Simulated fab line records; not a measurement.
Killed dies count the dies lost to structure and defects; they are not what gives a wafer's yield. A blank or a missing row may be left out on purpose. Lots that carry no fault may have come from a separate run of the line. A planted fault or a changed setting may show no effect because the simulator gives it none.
Which of the tools did it? / flow sky130 / 12 lots (36 wafers sampled), 1 step of a 708-step route

WHAT THE GAUGES READ, wafer by wafer
SKY_METAL1_RS_MEAS_05: uses a four-point probe to measure.
lot=L075; measured=day 31 20:21; on=filmMetro-01; METAL1_ALCU_RS (ohm/sq)=0.1264 0.1268 0.1266
lot=L077; measured=day 32 08:28; on=filmMetro-01; METAL1_ALCU_RS (ohm/sq)=0.1252 0.1261 0.1262
lot=L079; measured=day 33 23:03; on=filmMetro-01; METAL1_ALCU_RS (ohm/sq)=0.1263 0.1267 0.1270
lot=L081; measured=day 34 00:59; on=filmMetro-01; METAL1_ALCU_RS (ohm/sq)=0.1292 0.1294 0.1292
lot=L083; measured=day 34 14:25; on=filmMetro-01; METAL1_ALCU_RS (ohm/sq)=0.1282 0.1273 0.1283
lot=L084; measured=day 35 03:00; on=filmMetro-01; METAL1_ALCU_RS (ohm/sq)=0.1257 0.1261 0.1278
lot=L087; measured=day 35 16:43; on=filmMetro-02; METAL1_ALCU_RS (ohm/sq)=0.1278 0.1280 0.1288
lot=L090; measured=day 37 06:17; on=filmMetro-01; METAL1_ALCU_RS (ohm/sq)=0.1255 0.1253 0.1247
lot=L089; measured=day 37 13:31; on=filmMetro-02; METAL1_ALCU_RS (ohm/sq)=0.1264 0.1259 0.1265
lot=L093; measured=day 37 16:45; on=filmMetro-02; METAL1_ALCU_RS (ohm/sq)=0.1278 0.1288 0.1275
lot=L095; measured=day 38 21:58; on=filmMetro-01; METAL1_ALCU_RS (ohm/sq)=0.1296 0.1280 0.1275
lot=L096; measured=day 39 02:55; on=filmMetro-04; METAL1_ALCU_RS (ohm/sq)=0.1271 0.1282 0.1264

WHICH TOOL RAN EACH LOT (tool, then ch and the chambers of the sampled wafers, then the start)
Before these readings, the record contains no process step.

THE ANSWER, worked out from the rows above alone
Rule: what is usual is taken from the lots themselves. The widest of any qualifying gaps counts: lots, ordered by their means at a reading, are off when they make up no more than a third of the lots, leave a main group of 4 or more, and stand apart from it by 3 or more times the standard deviation of that group's means. If all means in a main group match to the digits the tables above print for the reading, that group is not used. A lot without any number at a reading at which 4 lots or more have one is off too. Where the step has rows for the other lots, those lots are counted as sound.
No lot is off at any reading shown: from this, nothing can be told.

WHAT THE SIMULATOR PUT IN
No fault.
